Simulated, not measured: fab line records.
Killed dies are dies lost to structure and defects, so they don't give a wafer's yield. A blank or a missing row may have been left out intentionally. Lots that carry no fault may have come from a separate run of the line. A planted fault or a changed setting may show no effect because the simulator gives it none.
What tool caused it? | flow sky130 | 36 wafers from 12 lots sampled at 4 of the route's 708 steps

## WHAT EACH GAUGE READ, for each wafer
SKY_VIA1_OVL_MEAS_13.
lot  | measured     | on         | VIA1_OVL (nm)
L418 | day 33 17:46 | overlay-01 | -7 -7 -6
L419 | day 33 20:32 | overlay-02 | -6 1 -6
L420 | day 34 09:42 | overlay-02 | -1 -3 -2
L421 | day 34 13:26 | overlay-02 | -2 1 -5
L422 | day 34 21:32 | overlay-01 | -6 -12 -6
L423 | day 35 05:23 | overlay-02 | 3 -4 0
L426 | day 37 02:04 | overlay-02 | -11 -7 -8
L430 | day 38 13:30 | overlay-01 | -4 -3 -1
L431 | day 38 17:20 | overlay-02 | -5 -6 2
L432 | day 38 17:31 | overlay-02 | -7 -13 -5
L434 | day 39 02:09 | overlay-02 | 4 4 9
L438 | day 40 14:41 | overlay-02 | -4 -5 2

SKY_VIA2_BOW_MEAS_03.
lot  | measured     | on           | VIA2_BOW (um)
L418 | day 34 21:36 | filmMetro-02 | 88 82 78
L419 | day 35 01:39 | filmMetro-01 | 86 81 93
L420 | day 35 15:11 | filmMetro-02 | 71 74 81
L421 | day 35 18:52 | filmMetro-01 | 98 81 83
L422 | day 36 02:34 | filmMetro-02 | 82 88 86
L423 | day 36 11:13 | filmMetro-01 | 84 87 96
L426 | day 38 06:20 | filmMetro-01 | 96 81 93
L430 | day 39 17:23 | filmMetro-04 | 93 81 93
L431 | day 39 21:02 | filmMetro-04 | 95 87 86
L432 | day 39 21:08 | filmMetro-02 | 80 93 88
L434 | day 40 06:31 | filmMetro-04 | 93 83 95
L438 | day 41 16:55 | filmMetro-02 | 80 74 77

## WHICH TOOL RAN EACH LOT (tool, then ch and the chambers of the sampled wafers, then the start)
lot  | SKY_METAL1_STRIP_20                 | SKY_METAL2_DEHYDRATE_07
L418 | plasmaAsher-03 ch 0,1, day 32 13:57 | lithoTrack-03 ch 0, day 34 07:21
L419 | plasmaAsher-03 ch 0,1, day 32 15:58 | lithoTrack-03 ch 0, day 34 10:51
L420 | plasmaAsher-03 ch 0, day 33 06:57   | lithoTrack-03 ch 0, day 34 23:34
L421 | plasmaAsher-04 ch 1, day 33 11:25   | lithoTrack-03 ch 0, day 35 03:06
L422 | plasmaAsher-04 ch 0,1, day 33 19:27 | lithoTrack-03 ch 0, day 35 11:42
L423 | plasmaAsher-04 ch 0,1, day 34 02:33 | lithoTrack-02 ch 0, day 35 19:40
L426 | plasmaAsher-04 ch 0,1, day 35 23:09 | lithoTrack-02 ch 0, day 37 15:48
L430 | plasmaAsher-03 ch 0,1, day 37 10:35 | lithoTrack-03 ch 0, day 39 02:51
L431 | plasmaAsher-01 ch 0,1, day 37 14:40 | lithoTrack-03 ch 0, day 39 06:15
L432 | plasmaAsher-04 ch 0,1, day 37 15:31 | lithoTrack-02 ch 0, day 39 06:27
L434 | plasmaAsher-03 ch 0,1, day 38 00:08 | lithoTrack-03 ch 0, day 39 15:58
L438 | plasmaAsher-03 ch 0,1, day 39 12:26 | lithoTrack-03 ch 0, day 41 03:39
- SKY_METAL1_STRIP_20: strips in O2/N2.
- SKY_METAL2_DEHYDRATE_07: time 60 s.

## WHAT THE TOOLS THEMSELVES READ (means of the sampled wafers that have a number; where no wafer has one, the mark that the record gives instead)
SKY_METAL1_STRIP_20.
lot  | tool           | drypumpMotorCurrentA (A) | oesProductAu (a.u.) | stripTimeToEndpointS (s)
L418 | plasmaAsher-03 | 6.00                     | 0.343               | 2.63
L419 | plasmaAsher-03 | 6.12                     | 0.343               | 2.71
L420 | plasmaAsher-03 | 6.23                     | 0.344               | 2.71
L421 | plasmaAsher-04 | 5.76                     | 0.338               | 2.67
L422 | plasmaAsher-04 | 5.79                     | 0.342               | 2.70
L423 | plasmaAsher-04 | 5.81                     | 0.344               | 2.70
L426 | plasmaAsher-04 | 5.83                     | 0.346               | 2.72
L430 | plasmaAsher-03 | 6.10                     | 0.344               | 2.72
L431 | plasmaAsher-01 | 5.33                     | 0.340               | 2.69
L432 | plasmaAsher-04 | 5.83                     | 0.337               | 2.60
L434 | plasmaAsher-03 | 6.10                     | 0.341               | 2.63
L438 | plasmaAsher-03 | 6.09                     | 0.341               | 2.72

SKY_METAL2_DEHYDRATE_07.
lot  | tool          | heaterPowerTotalW (W) | runLengthS (s)
L418 | lithoTrack-03 | 160.31                | 89.09
L419 | lithoTrack-03 | 160.33                | 89.09
L420 | lithoTrack-03 | 160.35                | 89.12
L421 | lithoTrack-03 | 163.66                | 85.23
L422 | lithoTrack-03 | 163.80                | 85.30
L423 | lithoTrack-02 | 160.41                | 89.26
L426 | lithoTrack-02 | 160.29                | 89.27
L430 | lithoTrack-03 | 160.33                | 89.16
L431 | lithoTrack-03 | 160.30                | 89.12
L432 | lithoTrack-02 | 160.46                | 89.28
L434 | lithoTrack-03 | 160.43                | 89.11
L438 | lithoTrack-03 | 160.32                | 89.22

## THE ANSWER, worked out from the rows above alone
Rule: the usual values come from the lots themselves. The widest of any qualifying gaps counts: lots, ordered by their means at a reading, are off when they make up no more than a third of the lots, leave a main group of 4 or more, and stand apart from it by 3 or more times the standard deviation of that group's means. The tables above print the reading to a certain number of digits; a main group whose means all agree to those digits is not used. Also off: a lot with no number at a reading for which 4 or more lots have one. All remaining lots with rows at the step are treated as sound. After the gauges, taken in route order, come the tools' own readings; for these a lot's mean is taken, as printed above. At the first step where some lot is off, the reading lying furthest off is the one used; lots without a number count as furthest.
Off: L421, L422, at SKY_METAL2_DEHYDRATE_07 (heaterPowerTotalW). The main group: mean 160.35 W, standard deviation 0.056.
If a tool, at that step or one of the process steps before it, ran each lot that is off and ran no sound lot following the first of them, it fits. None of those tried fits.

## WHAT THE SIMULATOR HAD PUT IN
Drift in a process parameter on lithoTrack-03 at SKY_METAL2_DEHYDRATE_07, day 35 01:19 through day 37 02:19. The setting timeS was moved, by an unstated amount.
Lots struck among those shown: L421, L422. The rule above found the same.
